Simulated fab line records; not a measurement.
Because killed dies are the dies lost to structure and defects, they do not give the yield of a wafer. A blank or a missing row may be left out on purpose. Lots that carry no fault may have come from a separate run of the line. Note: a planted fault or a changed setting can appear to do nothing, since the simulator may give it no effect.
A lot that was struck, set against a sound lot + flow sky130 + 38 out of 708 route steps
Sound: these wafers, L610.2, L610.4, L610.5. Struck: wafers L599.1, L599.6. (L599.4 of the same lot was not struck and is left out.) The cause comes at the end.
For every step that has rows: the tool of each side, followed by ch and its chambers, followed by its first start. Under that, the readings that differ: sound wafers + struck wafers + difference of the means + sigmas: that difference in standard deviations of wafers without a fault.
alike: same words and numbers on both sides, and readings whose means sit less than 2 such deviations apart. not compared: any withheld reading, any reading some wafer has no value for, any bound like >300 that may hide the same value, and any number with overlapping values for which the record gives no deviation.
The two part at a step that has a row with sigmas, a row that says differs or no value, or rows on one side only. Non-overlapping numbers with no deviation appear without sigmas and do not part them. A reading missing from all wafers of one side parts the sides only when that side holds two or more wafers.

first, 9 steps without rows for these wafers: SKY_VIA2_SPUTTER_20 (material TiN, target thk 20 nm, time 80 s); SKY_VIA2_CVD_21 (deposits W, target thk 420 nm, time 126.4 s); SKY_VIA2_CMP_24 (polishes, stops on SiO2, t overpolish 20 s, target thk 0 nm); SKY_METAL3_SPUTTER_00 (material Ti, target thk 15 nm, time 10 s); SKY_METAL3_SPUTTER_01 (material TiN, target thk 20 nm, time 16.7 s); SKY_METAL3_SPUTTER_02 (material AlCu, target thk 735 nm, time 39.1 s); SKY_METAL3_SPUTTER_03 (material Ti, target thk 5 nm, time 3.3 s); SKY_METAL3_SPUTTER_04 (material TiN, target thk 70 nm, time 58.3 s); SKY_CAPM_CVD_00 (deposits SiO2, target thk 15.5 nm).
SKY_CAPM_SPUTTER_02: material TiN, target thk 200 nm, time 166.7 s.
  struck on pvd_sputter-03, day 39 06:55; sound on pvd_sputter-03, day 42 15:37
| reading                                  | sound             | struck      | difference | sigmas |
|------------------------------------------|-------------------|-------------|------------|--------|
| model.TiN_of_CAPM_SPUTTER_02.thk_nm (nm) | 199.6 195.9 201.2 | 301.3 297.4 | +100.5     |        |
  alike: throttle_valve_pct
SKY_CAPM_RS_MEAS_03: the measuring method here is four-point-probe.
  struck on film_metro-01, day 39 07:01; sound on film_metro-04, day 42 15:44
| reading              | sound          | struck    | difference | sigmas |
|----------------------|----------------|-----------|------------|--------|
| CAPM_TIN_RS (ohm/sq) | 6.93 7.06 6.88 | 4.56 4.62 | -2.37      | -24    |
SKY_CAPM_THK_MEAS_04: measures by xrf.
  struck on film_metro-01, day 39 07:08; sound on film_metro-04, day 42 15:51
| reading           | sound             | struck      | difference | sigmas |
|-------------------|-------------------|-------------|------------|--------|
| CAPM_TIN_THK (nm) | 194.2 191.0 196.5 | 291.5 289.1 | +96.4      | +34    |
then, 7 steps without rows for these wafers: SKY_CAPM_DEHYDRATE_05 (time 60 s); SKY_CAPM_HMDS_06 (prime time 60 s); SKY_CAPM_COAT_07 (resist thk 1140 nm); SKY_CAPM_SOFTBAKE_08 (time 60 s); SKY_CAPM_EXPOSE_09 (exposes mask CAPM, target cd 1000 nm); SKY_CAPM_PEB_10; SKY_CAPM_DEVELOP_11 (develop time 60 s).
SKY_CAPM_METAL_ETCH_13: etches TiN in Cl2/BCl3, stops on SiO2, target depth 220 nm, time 62.9 s.
  sound on rie_metal-03 ch 0, day 43 14:44; struck on rie_metal-04 ch 1, day 40 07:16
| reading                     | sound                | struck        | difference | sigmas |
|-----------------------------|----------------------|---------------|------------|--------|
| drypump_motor_current_A (A) | 6.5 6.5 6.5          | 5.4 5.4       | -1.1       | -2     |
| oes_product_au (a.u.)       | 0.942 0.933 0.952    | 1.019 1.008   | +0.071     | +8     |
| throttle_valve_pct (%)      | 21.893 21.919 21.901 | 21.840 21.861 | -0.054     | -5     |
  alike: bias_w
  not compared: rf_hours_counter_h
then, 16 steps without rows for these wafers: SKY_CAPM_STRIP_14 (strips in O2/N2); SKY_CAPM_STRIP_15 (strips in post etch residue remover, time 1200 s); SKY_CAPM_CLEAN_16 (cleans in IPA, time 180 s); SKY_CAPM_CLEAN_17 (cleans in O3/DIW); SKY_METAL3_DEHYDRATE_05 (time 60 s); SKY_METAL3_HMDS_06 (prime time 60 s); SKY_METAL3_COAT_07 (resist thk 60 nm); SKY_METAL3_COAT_08 (resist thk 1140 nm); SKY_METAL3_SOFTBAKE_09 (time 90 s); SKY_METAL3_EXPOSE_10 (exposes mask MM3, target cd 300 nm); SKY_METAL3_PEB_11; SKY_METAL3_DEVELOP_12 (develop time 60 s); SKY_METAL3_DESCUM_15 (chemistry O2, time 8 s); SKY_METAL3_ETCH_16 (etches BARC in N2/H2, stops on SiO2, time 88.2 s, target depth 60 nm); SKY_METAL3_ETCH_17 (etches SiO2 in C4F8/O2/Ar, stops on TiN, time 3.9 s, target depth 15 nm); SKY_METAL3_METAL_ETCH_18 (etches the open film in Cl2/BCl3, stops on SiO2, target depth 845 nm, time 183.1 s).
SKY_METAL3_STRIP_20: strips in post etch residue remover, time 1200 s.
  sound on wet_bench-03 ch 1, day 44 14:28; struck on wet_bench-03 ch 3, day 41 08:41
| reading                                  | sound             | struck      | difference | sigmas |
|------------------------------------------|-------------------|-------------|------------|--------|
| model.TiN_of_CAPM_SPUTTER_02.thk_nm (nm) | 198.8 195.1 200.4 | 300.5 296.6 | +100.5     |        |
-- the record jumps here: 7 days lie between the struck wafers' starts before and after (it left off in module METAL3 and takes up again in module PAD_OPEN, whose first step shown is number 708 of the route) --
SKY_PAD_OPEN_PROBE_99:
  struck on prober-02, day 48 01:41; sound on prober-01, day 50 13:57
| reading                               | sound                   | struck      | difference | sigmas |
|---------------------------------------|-------------------------|-------------|------------|--------|
| model.etest.tester.sort_n_pass        | 419 409 396             | 0 0         | -408       |        |
| model.etest.tester.sort_yield_pct (%) | 85.16 83.13 80.49       | 0 0         | -83        |        |
| model.etest.tester.sort_bin_4_pct (%) | 0 0 0                   | 63.53 79.35 | +71.44     |        |
| model.etest.met3.line_ohm_um          | 0.138 0.1358 0.1321     | 53.76 54.93 | +54.21     |        |
| model.etest.via3_chain.rc_ohm         | 9.629 8.907 9.318       | 47.77 54.16 | +41.68     |        |
| model.etest.tester.sort_bin_3_pct (%) | 0.4065 0.6098 1.829     | 20.82 4.589 | +11.76     |        |
| model.etest.met3.rs_ohm_sq            | 0.04228 0.04163 0.04103 | 15.72 16.73 | +16.18     |        |
| model.etest.cap_mim.plate_ohm_sq      | 6.038 6.051 6.018       | 4.006 4.009 | -2.028     |        |
  alike: defect_limited_yield, killed_at_M0_to_M3, killed_at_M4_up, killed_at_contacts, killed_at_front_end, killed_at_other, killed_dies, killed_open, killed_short

== WHERE THEY PART ==
Earliest at SKY_CAPM_RS_MEAS_03; latest, in this record, at SKY_CAPM_METAL_ETCH_13. Later steps at which nothing parts them and some readings are alike: SKY_PAD_OPEN_PROBE_99.

WHY: what had been put in by the simulator
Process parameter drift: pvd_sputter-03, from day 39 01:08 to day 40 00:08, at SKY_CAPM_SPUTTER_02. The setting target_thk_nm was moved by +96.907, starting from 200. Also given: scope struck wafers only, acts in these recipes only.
